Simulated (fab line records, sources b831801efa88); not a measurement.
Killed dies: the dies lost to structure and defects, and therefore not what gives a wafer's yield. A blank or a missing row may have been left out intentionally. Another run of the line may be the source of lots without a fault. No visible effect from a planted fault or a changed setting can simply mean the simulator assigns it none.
Which tool is to blame? / flow sfq_line / 18 wafers from 6 lots sampled at 4 of the route's 325 steps

## WHAT EACH GAUGE READ, for each wafer
SFQ_M3_RS_MEAS_919: a four-point-probe measurement.
lot=L779; measured=day 30 12:48; on=film_metro-04; M3_NB_RS (ohm/sq)=0.881 0.888 0.886
lot=L782; measured=day 33 13:19; on=film_metro-01; M3_NB_RS (ohm/sq)=0.889 0.905 0.893
lot=L784; measured=day 33 22:55; on=film_metro-02; M3_NB_RS (ohm/sq)=0.885 0.887 0.988
lot=L788; measured=day 39 11:13; on=film_metro-02; M3_NB_RS (ohm/sq)=0.874 0.881 0.884
lot=L795; measured=day 41 16:33; on=film_metro-04; M3_NB_RS (ohm/sq)=0.900 0.893 0.882
lot=L799; measured=day 42 14:12; on=film_metro-02; M3_NB_RS (ohm/sq)=0.867 0.872 0.873

## WHICH TOOL RAN EACH LOT (tool, then ch and the chambers of the sampled wafers, then the start)
lot=L779; SFQ_TRILAYER_I1_VIA_BARC_OPEN_VIA_ETCH_071=rie_diel-01 ch 1,3, day 23 16:47; SFQ_TRILAYER_I2_VIA_STRIP_STRIP_071=rie_metal-02 ch 0,1, day 30 12:03; SFQ_TRILAYER_M3_DEP_SPUTTER_073=pvd_sputter-03, day 30 12:40
lot=L782; SFQ_TRILAYER_I1_VIA_BARC_OPEN_VIA_ETCH_071=rie_diel-04 ch 0,2,3, day 24 21:15; SFQ_TRILAYER_I2_VIA_STRIP_STRIP_071=rie_metal-04 ch 0,1, day 33 12:23; SFQ_TRILAYER_M3_DEP_SPUTTER_073=pvd_sputter-05, day 33 13:13
lot=L784; SFQ_TRILAYER_I1_VIA_BARC_OPEN_VIA_ETCH_071=rie_diel-01 ch 0,1,3, day 25 18:51; SFQ_TRILAYER_I2_VIA_STRIP_STRIP_071=rie_metal-02 ch 0,1, day 33 22:01; SFQ_TRILAYER_M3_DEP_SPUTTER_073=pvd_sputter-05, day 33 22:49
lot=L788; SFQ_TRILAYER_I1_VIA_BARC_OPEN_VIA_ETCH_071=rie_diel-01 ch 1,2,3, day 26 07:27; SFQ_TRILAYER_I2_VIA_STRIP_STRIP_071=rie_metal-01 ch 0,1, day 39 10:20; SFQ_TRILAYER_M3_DEP_SPUTTER_073=pvd_sputter-06, day 39 11:08
lot=L795; SFQ_TRILAYER_I1_VIA_BARC_OPEN_VIA_ETCH_071=rie_diel-01 ch 0,2,3, day 29 05:42; SFQ_TRILAYER_I2_VIA_STRIP_STRIP_071=rie_metal-01 ch 1, day 41 15:28; SFQ_TRILAYER_M3_DEP_SPUTTER_073=pvd_sputter-03, day 41 16:26
lot=L799; SFQ_TRILAYER_I1_VIA_BARC_OPEN_VIA_ETCH_071=rie_diel-03 ch 1,2,3, day 31 04:38; SFQ_TRILAYER_I2_VIA_STRIP_STRIP_071=rie_metal-01 ch 0,1, day 42 13:19; SFQ_TRILAYER_M3_DEP_SPUTTER_073=pvd_sputter-03, day 42 14:07
- SFQ_TRILAYER_I1_VIA_BARC_OPEN_VIA_ETCH_071: etches BARC in O2, target depth 125 nm, time 41.7 s.
- SFQ_TRILAYER_I2_VIA_STRIP_STRIP_071: strips in O2.
- SFQ_TRILAYER_M3_DEP_SPUTTER_073: material Nb, target thk 200 nm, time 133.3 s.

## THE ANSWER, worked out from the rows above alone
Rule: the usual values come from the lots themselves. Put in order of their means at a reading, lots are off if they are a third of the lots or fewer, leave a main group of 4 or more, and stand apart from it by a gap of 3 or more times the standard deviation of the main group's means; of several such gaps the widest counts. If all means in a main group match to the digits the tables above print for the reading, that group is not used. Also off: a lot with no number at a reading for which 4 or more lots have one. Any other lot the step has rows for is counted as sound.
No lot is off at any reading shown: from this, nothing can be told.

## WHAT THE SIMULATOR HAD INSERTED
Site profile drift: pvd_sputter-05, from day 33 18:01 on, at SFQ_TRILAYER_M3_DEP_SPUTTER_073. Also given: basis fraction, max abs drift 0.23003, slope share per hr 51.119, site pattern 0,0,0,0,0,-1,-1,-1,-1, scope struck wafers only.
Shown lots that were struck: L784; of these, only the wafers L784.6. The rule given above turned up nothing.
